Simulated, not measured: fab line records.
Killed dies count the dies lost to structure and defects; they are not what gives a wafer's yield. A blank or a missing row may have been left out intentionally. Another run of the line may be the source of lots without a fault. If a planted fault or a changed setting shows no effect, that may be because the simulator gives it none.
2 desks looking at one fault | flow sfq line | only its own numbers are on each desk; what lay behind them is given at the end

== AT THE METROLOGY DESK ==
Means of the sampled wafers that have a number, per lot and without regard to the tool the lot ran on: this is what the gauges read. A lot is out of limits, marked OUT, if its mean lies more than 4 standard deviations from the usual mean; the brackets give that distance.
Columns: A = M5_OVL at SFQ_M5_OVL_MEAS_932, usual -3 nm; B = R5_MONX_RS at SFQ_R5_RS_MEAS_933, usual 7.07 ohm/sq
lot  | first seen here | A   | B
L721 | day 60 01:01    | 5   | 7.07
L723 | day 65 06:21    | 3   | 7.12
L724 | day 69 23:01    | -1  | 6.99
L725 | day 70 02:37    | -8  | 7.14
L728 | day 72 21:47    | -5  | 7.11
L729 | day 73 01:23    | -2  | 6.90
L730 | day 73 06:11    | -5  | 7.10
L732 | day 73 16:59    | -4  | 7.06
L734 | day 74 03:47    | -9  | 7.00
L735 | day 74 13:23    | -3  | 6.94
L737 | day 75 06:11    | 2   | 7.06
L738 | day 75 13:51    | -4  | 7.13
L739 | day 75 16:16    | -10 | 7.06
L743 | day 76 05:27    | -5  | 7.18
L744 | day 76 07:52    | 3   | 7.06
Result from this desk: across the 15 lots, nothing is out of limits.

== FOR THE TOOL OWNER'S DESK: litho track-04 ==
The tool's own readings at SFQ_TRILAYER_I5_LITHO_COAT_144 (resist thk 650 nm): means of the sampled wafers that have a number, for each lot that ran on this tool. A lot is out of limits, marked OUT, if its mean lies more than 4 standard deviations from the usual mean; the brackets give that distance.
Columns: A = spin speed rpm at SFQ_TRILAYER_I5_LITHO_COAT_144, usual 2999.9 rpm
lot  | first seen here | A
L725 | day 70 13:41    | 2996.6
L732 | day 74 06:27    | 3000.5
L737 | day 75 17:16    | 2794.7 (-98) OUT
L739 | day 76 02:12    | 2789.9 (-99 or more) OUT
L744 | day 76 18:16    | 2789.8 (-99 or more) OUT
Finding of this desk: L737, L739, L744 out of limits; the first was L737 at day 75 17:16, on spin speed rpm at SFQ_TRILAYER_I5_LITHO_COAT_144. L725, L732 stayed within limits.

== ALL TOGETHER ==
The tool owner's desk had the chance to raise an alarm at day 75 17:16 on L737, L739, L744.
From the metrology desk's view, nothing was out of limits.
The metrology desk holds a record of L737, L739, L744, inside its limits.
All the named lots went through SFQ_TRILAYER_I5_LITHO_COAT_144 on litho track-04.

== WHAT WAS PUT IN BY THE SIMULATOR ==
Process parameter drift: litho track-04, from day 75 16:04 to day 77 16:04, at SFQ_TRILAYER_I5_LITHO_COAT_144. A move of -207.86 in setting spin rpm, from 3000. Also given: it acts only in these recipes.
Struck lots among those shown: L737, L739, L744.
Hours from the fault's start to each desk's first reading out of limits: the tool owner's desk, 1.
